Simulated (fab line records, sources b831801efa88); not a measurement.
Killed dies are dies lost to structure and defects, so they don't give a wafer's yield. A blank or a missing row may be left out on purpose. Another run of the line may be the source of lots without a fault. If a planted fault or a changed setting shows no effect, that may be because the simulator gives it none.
Code-filled problem report in 8D (eight disciplines) form -- flow sky130 -- the parts of the form that need people (team, actions taken, sign-off) are left out

== 1. THE ISSUE ==
Mean of heater power total W at SKY_RES_PROTECT_SOFTBAKE_03: 58.67 W across 4 wafers in 3 lots; on wafers with no fault it is 56.59 W (standard deviation 0.045). Relative to the usual mean, that is a shift of +46 standard deviations.
The step: time 60 s.
First seen on wafer L972.1, day 17 07:32, on litho track-04. At this step, 40 wafers from 14 lots have a number in the record. By rule, "out" or "out of limits" means more than 4 standard deviations away from the usual mean. Any other wafer with a number is counted as sound.

== 2. WHAT IT IS; WHAT IT IS NOT ==
question,is,is not
which readings at this step,"heater power total W, run length s",chill plate temp C
which lots,"L972, L974, L976","L966, L968, L980, L981, L982, L983, L984, L985, L986, L988, L989"
which wafers of those lots,"L972.1, L972.3, L974.3, L976.3","L974.4, L974.6, L976.6"
read on which tools,litho track-04,"litho track-01, litho track-03"
when,from day 17 07:32,"up to then (6 sound wafers); but 30 sound wafers of L974, L976, L980, L981, L982, L983, L984, L985, L986, L988, L989 came after"

== 3. WHAT RULES OUT EACH SUSPECT ==
Counting: any tool at a process step up to the reading remains a suspect provided it ran every lot that is out. Sound lots after the first of them don't rule it out here, since some wafers of a struck lot are sound.
- litho track-04 at SKY_RES_PROTECT_SOFTBAKE_03 (time 60 s): kept. Every lot that is out went through it, the first being L972 (day 17 07:32); the last sound lot it ran before that was L968 (day 15 16:23). Out on those wafers are its own readings of heater power total W, run length s.
Remaining after the count: litho track-04 at SKY_RES_PROTECT_SOFTBAKE_03.

== 4. THE CAUSE (what the simulator had put in) ==
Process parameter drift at SKY_RES_PROTECT_SOFTBAKE_03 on litho track-04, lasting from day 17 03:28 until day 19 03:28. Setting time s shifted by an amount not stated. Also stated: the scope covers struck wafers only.
Counting left only this tool.

== 5. THE CHAIN OF EFFECTS, in route order ==
Each row: a reading where the mean over the struck wafers with a number is more than 3 standard deviations away from the usual. Scope: only readings with a usual standard deviation given in the record; hours: median across lots of the time from each lot's start at the first step in this table that gives one to its start at this step; sigmas: change in usual standard deviations.
hours,step,reading,usual,on struck wafers,change,sigmas
0,SKY_RES_PROTECT_SOFTBAKE_03,heater power total W,56.59 W,58.67,+2.08,+46
0,SKY_RES_PROTECT_SOFTBAKE_03,run length s,89.24 s,83.37,-5.87,-45
It contains these process steps:
- SKY_RES_PROTECT_SOFTBAKE_03: time 60 s.

== 6. HOW IT WOULD HAVE BEEN CAUGHT EARLIER ==
The fault began at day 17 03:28; the first out-of-limits reading in this record came at day 17 07:32, 4 hours later.
